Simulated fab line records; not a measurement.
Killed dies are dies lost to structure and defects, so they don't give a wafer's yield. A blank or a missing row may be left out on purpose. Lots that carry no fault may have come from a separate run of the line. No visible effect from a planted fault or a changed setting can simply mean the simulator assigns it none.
Chamber matching -- flow sky130 -- rie_diel-01 running SKY_VIA3_ETCH_14: 4 sister chambers
The step etches BARC in N2/H2, stops on SiO2, time 45.9 s, target depth 60 nm. 4 wafers are shown with their chamber, then 8 later ones without.

== EACH WAFER AND ITS CHAMBER ==
wafer,chamber,oes_product_au (a.u.)
L084.1,0,0.852
L090.4,1,0.854
L090.5,3,0.858
L093.2,2,0.856

== WAFERS WHOSE CHAMBER IS MISSING ==
wafer,oes_product_au (a.u.)
L093.3,0.859
L093.4,0.851
L095.1,0.855
L095.3,0.859
L095.4,0.854
L096.4,0.848
L096.5,0.856
L096.6,0.851

== CHAMBER TAKEN BY EACH ==
wafer,from the rows above,in truth
L093.3,can't be placed: 3 or 2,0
L093.4,can't be placed: 0 or 1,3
L095.1,can't be placed: 1 or 2 or 0 or 3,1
L095.3,can't be placed: 3 or 2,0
L095.4,can't be placed: 1 or 0 or 2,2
L096.4,can't be placed: 0 or 1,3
L096.5,can't be placed: 2 or 1 or 3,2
L096.6,can't be placed: 0 or 1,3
0 of 8 placed correctly. Can't be placed from these rows: 8 (the true chamber is among the candidates in 3). Wrongly placed: 0.
How it was worked out, from the rows above alone: a wafer's distance from a chamber is the root of the sum, over the readings, of the square of ((its reading less the chamber's mean) divided by the reading's scatter). The wafer belongs to the nearest chamber; if the next one is less than 2 further off, it can't be placed. Each chamber's mean is taken over the wafers shown for it. The scatter (one wafer shown for each chamber): square how far every hidden wafer sits from the nearest shown wafer, average those squares and take the square root.
